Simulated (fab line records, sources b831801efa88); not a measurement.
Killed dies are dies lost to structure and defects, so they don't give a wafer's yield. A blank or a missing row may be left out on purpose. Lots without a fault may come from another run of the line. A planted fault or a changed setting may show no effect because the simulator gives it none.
Problem report in the 8D (eight disciplines) form, filled by code | flow gf180mcu | the parts of the form that need people (team, actions taken, sign-off) are left out

1. THE PROBLEM
PSD_OVL at GF_PSD_OVL_MEAS_08 reads a mean of 157.2 nm on 9 wafers of 3 lots; wafers without a fault read 0.3 nm with a standard deviation of 1.3. That is +99 or more standard deviations from the usual mean.
First seen on wafer L896.1, day 17 11:33, on overlay-02. The record holds 39 wafers of 13 lots with a number at this step. Rule for "out", or "out of limits": more than 4 standard deviations from the usual mean. The other wafers with a number count as sound.

2. WHAT IT IS AND WHAT IT IS NOT
question                    | is                     | is not
which readings at this step | PSD_OVL                | -
which lots                  | L896, L898, L901       | L887, L888, L889, L890, L891, L902, L903, L906, L908, L910
which wafers of those lots  | all that have a number | -
read on which gauges        | overlay-01, overlay-02 | -
when                        | from day 17 11:33      | up to then (15 sound wafers); but 15 sound wafers of L902, L903, L906, L908, L910 came after

3. SUSPECTS, AND WHAT RULES EACH OUT
Counting: a tool at a process step up to the reading stays a suspect if it ran every lot that is out and no sound lot after the first of them.
- the gauge at GF_PSD_OVL_MEAS_08: ruled out. The wafers that are out were read on 2 gauges (overlay-01, overlay-02).
- iline_stepper-02 at GF_PSD_EXPOSE_04 (exposes mask Pplus, target cd 400 nm): kept. It ran every lot that is out, first L896 (day 16 23:46), and no sound lot after that; its last sound lot up to then is L890 (day 14 16:08).
Left after counting: iline_stepper-02 at GF_PSD_EXPOSE_04.

4. THE CAUSE (what the simulator had put in)
Scanner matching overlay: iline_stepper-02, from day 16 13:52 on, at GF_PSD_EXPOSE_04. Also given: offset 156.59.
Counting left only this tool.

5. THE CHAIN OF EFFECTS, in route order
Each row: a reading whose mean over the struck wafers that have a number lies more than 3 standard deviations from the usual. Only readings for which the record gives a usual standard deviation are gone through. hours: the time from each lot's start at the first step in this table that gives one to its start at this step, as a median over the lots. sigmas: the change in usual standard deviations.
hours | step               | reading | usual  | on struck wafers | change | sigmas
0     | GF_PSD_OVL_MEAS_08 | PSD_OVL | 0.3 nm | 157.2            | +156.9 | +99 or more
Later measuring or inspecting steps at which every struck wafer that the step has a row for has a number for every such reading, and none has moved that far: GF_SAB_CD_MEAS_09.

6. WHAT WOULD HAVE CAUGHT IT SOONER
In this record the first reading out of limits at a measuring or inspecting step was taken at day 17 11:33, 22 hours after the fault began at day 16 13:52.
Of the lots that are out (3), L898, L901 began GF_PSD_EXPOSE_04 on iline_stepper-02 after day 17 11:33. A hold on the tool at that time would have spared those 2.
